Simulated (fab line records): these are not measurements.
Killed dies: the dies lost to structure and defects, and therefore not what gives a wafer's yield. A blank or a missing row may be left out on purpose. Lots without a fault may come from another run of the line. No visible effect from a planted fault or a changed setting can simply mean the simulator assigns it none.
The tool behind it: which one? + flow sky130 + 12 lots, 36 wafers sampled, at 2 steps of a route of 708

WHAT THE GAUGES READ, wafer by wafer
SKY_SONOS_TUNNEL_TW_MEAS_12. Usual: SONOS_TUNNEL_TW gives 197.5 (standard deviation 1).
| lot  | measured     | on            | SONOS_TUNNEL_TW   | flag |
|------|--------------|---------------|-------------------|------|
| L847 | day 11 04:04 | film-metro-02 | 200.0 199.2 198.9 |      |
| L848 | day 11 15:44 | film-metro-01 | 197.8 196.5 196.4 |      |
| L849 | day 11 21:56 | film-metro-04 | 198.1 197.9 198.5 |      |
| L850 | day 12 05:44 | film-metro-04 | 198.9 199.0 199.1 |      |
| L852 | day 12 22:08 | film-metro-01 | 195.1 194.7 196.5 |      |
| L856 | day 14 00:10 | film-metro-02 | 198.9 197.9 198.6 |      |
| L860 | day 15 12:47 | film-metro-02 | 198.9 198.6 197.2 |      |
| L862 | day 16 15:18 | film-metro-01 | 190.0 191.5 189.0 | OFF  |
| L865 | day 17 04:14 | film-metro-02 | 191.5 190.5 190.6 | OFF  |
| L866 | day 17 21:30 | film-metro-04 | 198.2 197.4 196.8 |      |
| L867 | day 18 05:52 | film-metro-02 | 197.5 197.6 197.9 |      |
| L870 | day 18 23:31 | film-metro-04 | 197.0 197.0 198.1 |      |

WHICH TOOL RAN EACH LOT (tool, then ch and the chambers of the sampled wafers, then the start)
| lot  | SKY_SONOS_TUNNEL_IMPLANT_09     |
|------|---------------------------------|
| L847 | implanter-01 ch 0, day 11 03:38 |
| L848 | implanter-01 ch 0, day 11 15:19 |
| L849 | implanter-01 ch 0, day 11 21:31 |
| L850 | implanter-01 ch 0, day 12 05:19 |
| L852 | implanter-01 ch 0, day 12 21:44 |
| L856 | implanter-01 ch 0, day 13 23:43 |
| L860 | implanter-01 ch 0, day 15 12:22 |
| L862 | implanter-04 ch 0, day 16 14:55 |
| L865 | implanter-04 ch 0, day 17 03:49 |
| L866 | implanter-02 ch 0, day 17 21:05 |
| L867 | implanter-02 ch 0, day 18 05:31 |
| L870 | implanter-02 ch 0, day 18 23:07 |
- SKY_SONOS_TUNNEL_IMPLANT_09

WHAT THE TOOLS THEMSELVES READ (means of the sampled wafers that have a number; where no wafer has one, the mark that the record gives instead)
SKY_SONOS_TUNNEL_IMPLANT_09. Usual: dose-ions-cm2 1.0001e+12, standard deviation 1.1e+09; faraday-current-uA 5.64, standard deviation 0.12.
| lot  | tool         | dose-ions-cm2 | faraday-current-uA | flag |
|------|--------------|---------------|--------------------|------|
| L847 | implanter-01 | 1.0007e+12    | 5.78               |      |
| L848 | implanter-01 | 9.9957e+11    | 5.75               |      |
| L849 | implanter-01 | 9.9947e+11    | 5.74               |      |
| L850 | implanter-01 | 1.0005e+12    | 5.60               |      |
| L852 | implanter-01 | 9.9813e+11    | 5.55               |      |
| L856 | implanter-01 | 1.0014e+12    | 5.69               |      |
| L860 | implanter-01 | 1.0000e+12    | 5.66               |      |
| L862 | implanter-04 | 8.8150e+11    | 4.95               | OFF  |
| L865 | implanter-04 | 8.7977e+11    | 5.00               | OFF  |
| L866 | implanter-02 | 9.9960e+11    | 5.60               |      |
| L867 | implanter-02 | 9.9960e+11    | 5.64               |      |
| L870 | implanter-02 | 1.0001e+12    | 5.76               |      |

THE ANSWER, worked out from the rows above alone
Rule: take the mean of a lot's wafers that have a number; if it is more than 3 standard deviations from the usual mean, the lot is off. Also off: a lot with no number at a reading for which 4 or more lots have one. Where the step has rows for the other lots, those lots are counted as sound. The gauges are gone through in route order, then the tools' own readings, and for those a lot's mean is taken as printed above. The first step at which some lot is off is used, and at that step the reading that is off furthest; a lot without a number counts as furthest.
Off: L862, L865, seen at SKY_SONOS_TUNNEL_TW_MEAS_12 (SONOS_TUNNEL_TW).
A tool fits if, at a process step before that reading, it ran every lot that is off, and no sound lot after the first of them. The gauges at SKY_SONOS_TUNNEL_TW_MEAS_12 aren't tried: what is off there is off at SKY_SONOS_TUNNEL_IMPLANT_09 too, on other tools, and a gauge's error can't cause that. One fits: implanter-04 at SKY_SONOS_TUNNEL_IMPLANT_09. It ran no sound lot before its first lot that is off in this sample, so the start can't be narrowed down.
The tool's own readings at SKY_SONOS_TUNNEL_IMPLANT_09 bear it out: on the lots that are off they differ by more than 5 times the standard deviation of the sound lots' means. dose-ions-cm2 reads 8.8064e+11 there against 9.9991e+11 on the sound lots; faraday-current-uA reads 4.97 there against 5.68 on the sound lots.

WHAT THE SIMULATOR HAD PUT IN
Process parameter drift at SKY_SONOS_TUNNEL_IMPLANT_09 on implanter-04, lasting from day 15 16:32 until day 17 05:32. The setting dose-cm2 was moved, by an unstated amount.
Lots struck among those shown: L862, L865. The rule above reached the same finding.
